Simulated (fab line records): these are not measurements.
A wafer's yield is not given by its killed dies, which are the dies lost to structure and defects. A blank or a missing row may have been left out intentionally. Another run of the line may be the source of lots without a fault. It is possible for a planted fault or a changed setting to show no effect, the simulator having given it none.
Which tool is to blame? + flow gf180mcu + 6 lots, 18 wafers sampled, at 2 steps of a route of 602

WHAT THE GAUGES READ, wafer by wafer
GF_M3_CD_MEAS_14: the cd target is 280 nm.
| lot  | measured     | on        | cd nm (nm)        |
|------|--------------|-----------|-------------------|
| L418 | day 24 09:18 | cd sem-01 | 277.6 277.9 278.4 |
| L421 | day 25 03:09 | cd sem-02 | 282.3 281.9 282.4 |
| L426 | day 26 16:38 | cd sem-01 | 282.3 281.7 281.8 |
| L428 | day 27 15:33 | cd sem-02 | 278.8 278.9 278.2 |
| L431 | day 28 08:23 | cd sem-02 | 280.8 280.7 281.9 |
| L433 | day 28 21:53 | cd sem-01 | 281.0 280.9 278.8 |

WHICH TOOL RAN EACH LOT (tool, then ch and the chambers of the sampled wafers, then the start)
| lot  | GF_M2_SPUTTER_00             |
|------|------------------------------|
| L418 | pvd sputter-01, day 21 09:22 |
| L421 | pvd sputter-02, day 22 04:52 |
| L426 | pvd sputter-03, day 23 20:42 |
| L428 | pvd sputter-03, day 24 21:55 |
| L431 | pvd sputter-03, day 25 14:49 |
| L433 | pvd sputter-01, day 26 04:59 |
- GF_M2_SPUTTER_00: material Ti, target thk 37.5 nm, time 150 s.

THE ANSWER, worked out from the rows above alone
Rule: the lots themselves supply what counts as usual. The widest of any qualifying gaps counts: lots, ordered by their means at a reading, are off when they make up no more than a third of the lots, leave a main group of 4 or more, and stand apart from it by 3 or more times the standard deviation of that group's means. If all means in a main group match to the digits the tables above print for the reading, that group is not used. Also off: a lot with no number at a reading for which 4 or more lots have one. All remaining lots with rows at the step are treated as sound.
Nothing can be told from this: no lot is off at any reading shown.

WHAT THE SIMULATOR HAD INSERTED
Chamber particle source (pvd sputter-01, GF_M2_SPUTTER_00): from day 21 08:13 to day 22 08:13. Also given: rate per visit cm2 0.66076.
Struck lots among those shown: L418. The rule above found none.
